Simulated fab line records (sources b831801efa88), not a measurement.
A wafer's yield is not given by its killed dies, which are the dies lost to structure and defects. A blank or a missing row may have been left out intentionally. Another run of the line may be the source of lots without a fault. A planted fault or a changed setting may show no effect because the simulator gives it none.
Struck lot and sound lot, side by side / flow sky130 / 22 steps out of a route of 708
Sound: these wafers, L917.1, L917.4, L917.5. Struck: wafer L922.4; the same lot's L922.5 was not struck, so it is left out; see the end for the cause.
Per side, at each step with rows, come the tool, then ch with its chambers, and then its first start. Under that, the readings that differ: sound wafers / struck wafers / difference of the means / sigmas: that difference in standard deviations of wafers without a fault.
alike: words and numbers the same on both sides, and readings whose means are apart by under 2 such deviations; not compared: readings that were withheld, readings missing a value for some wafer, numbers with overlapping values and no deviation given by the record, and bounds like >300 which may hide the same value.
Wherever a step has rows on one side only, a row that says differs or no value, or a row with sigmas, the two part there. Numbers that don't overlap but have no deviation are shown without sigmas and don't part them. Lack of a reading on every wafer of one side parts them only where that side has two or more wafers.

first, 1 step without rows for these wafers: SKY_CAP2M_DEVELOP_11 (develop time 60 s).
SKY_CAP2M_OVL_MEAS_12:
  sound on overlay-01 at day 40 12:05; struck on overlay-01 at day 42 03:12
  alike: CAP2M_OVL
SKY_CAP2M_METAL_ETCH_13: etches TiN in Cl2/BCl3, stops on SiO2, target depth 220 nm, time 62.9 s.
  sound on rie_metal-04 ch 0,1, day 40 12:07; struck on rie_metal-02 ch 1, day 42 03:15
  alike: drypump_motor_current_A, oes_product_au, throttle_valve_pct
  not compared: rf_hours_counter_h
SKY_CAP2M_STRIP_14: strips in O2/N2.
  sound on plasma_asher-03 ch 0,1, day 40 12:12; struck on plasma_asher-04 ch 1, day 42 03:20
  alike: drypump_motor_current_A, oes_product_au, strip_time_to_endpoint_s
  not compared: rf_hours_counter_h
then, 8 steps without rows for these wafers: SKY_CAP2M_STRIP_15 (strips in post etch residue remover, time 1200 s); SKY_CAP2M_CLEAN_16 (cleans in IPA, time 180 s); SKY_CAP2M_CLEAN_17 (cleans in O3/DIW); SKY_METAL4_DEHYDRATE_05 (time 60 s); SKY_METAL4_HMDS_06 (prime time 60 s); SKY_METAL4_COAT_07 (resist thk 60 nm); SKY_METAL4_COAT_08 (resist thk 1140 nm); SKY_METAL4_SOFTBAKE_09 (time 90 s).
SKY_METAL4_EXPOSE_10: exposes mask MM4, target cd 300 nm.
  sound on krf_scanner-01 ch 0, day 41 01:04; struck on krf_scanner-02 ch 0, day 42 16:29
  alike: mask
then, 2 steps without rows for these wafers: SKY_METAL4_PEB_11; SKY_METAL4_DEVELOP_12 (develop time 60 s).
SKY_METAL4_CD_MEAS_13: target cd 300 nm.
  sound on cd_sem-01 at day 41 14:08; struck on cd_sem-02 at day 43 02:50
reading=cd_nm (nm); sound=300.3 299.5 299.9; struck=244.1; difference=-55.8; sigmas=-40
SKY_METAL4_OVL_MEAS_14:
  sound on overlay-02 at day 41 14:15; struck on overlay-02 at day 43 02:55
  alike: METAL4_OVL
SKY_METAL4_DESCUM_15: chemistry O2, time 8 s.
  sound on rie_metal-04 ch 1, day 41 14:17; struck on rie_metal-03 ch 1, day 43 02:56
reading=drypump_motor_current_A (A); sound=5.7 5.7 5.7; struck=6.8; difference=+1.1; sigmas=+2
reading=model.METAL4.cd_nm (nm); sound=300.8 299.5 300.1; struck=244.8; difference=-55.3; sigmas=
  alike: oes_product_au
  not compared: rf_hours_counter_h
SKY_METAL4_ETCH_16: etches BARC in N2/H2, stops on SiO2, time 88.2 s, target depth 60 nm.
  sound on rie_metal-04 ch 1, day 41 14:19; struck on rie_metal-03 ch 1, day 43 03:00
reading=drypump_motor_current_A (A); sound=5.7 5.7 5.7; struck=6.8; difference=+1.1; sigmas=+2
  alike: oes_product_au, throttle_valve_pct
  not compared: rf_hours_counter_h
SKY_METAL4_ETCH_17: etches SiO2 in C4F8/O2/Ar, stops on TiN, time 3.9 s, target depth 15 nm.
  sound on rie_diel-03 ch 0,3, day 41 14:25; struck on rie_diel-01 ch 3, day 43 03:04
  alike: oes_product_au
  not compared: rf_hours_counter_h
SKY_METAL4_METAL_ETCH_18: etches the open film in Cl2/BCl3, stops on SiO2, target depth 845 nm, time 183.1 s.
  sound on rie_metal-03 ch 0,1, day 41 14:26; struck on rie_metal-04 ch 0, day 43 03:09
reading=drypump_motor_current_A (A); sound=6.8 6.8 6.1; struck=5.6; difference=-1.0; sigmas=-2
reading=model.METAL4.cd_nm (nm); sound=302 301.9 296.6; struck=256.4; difference=-43.8; sigmas=
  alike: oes_product_au, throttle_valve_pct
  not compared: rf_hours_counter_h
SKY_METAL4_STRIP_19: strips in O2/N2.
  sound on plasma_asher-04 ch 0,1, day 41 14:37; struck on plasma_asher-03 ch 0, day 43 03:18
  alike: drypump_motor_current_A, oes_product_au, strip_time_to_endpoint_s
  not compared: rf_hours_counter_h

WHERE THEY PART
Last at SKY_METAL4_METAL_ETCH_18 as far as this record goes, first at SKY_METAL4_CD_MEAS_13. Later steps at which nothing parts them and some readings are alike: SKY_METAL4_STRIP_19.

WHY: the cause the simulator had injected
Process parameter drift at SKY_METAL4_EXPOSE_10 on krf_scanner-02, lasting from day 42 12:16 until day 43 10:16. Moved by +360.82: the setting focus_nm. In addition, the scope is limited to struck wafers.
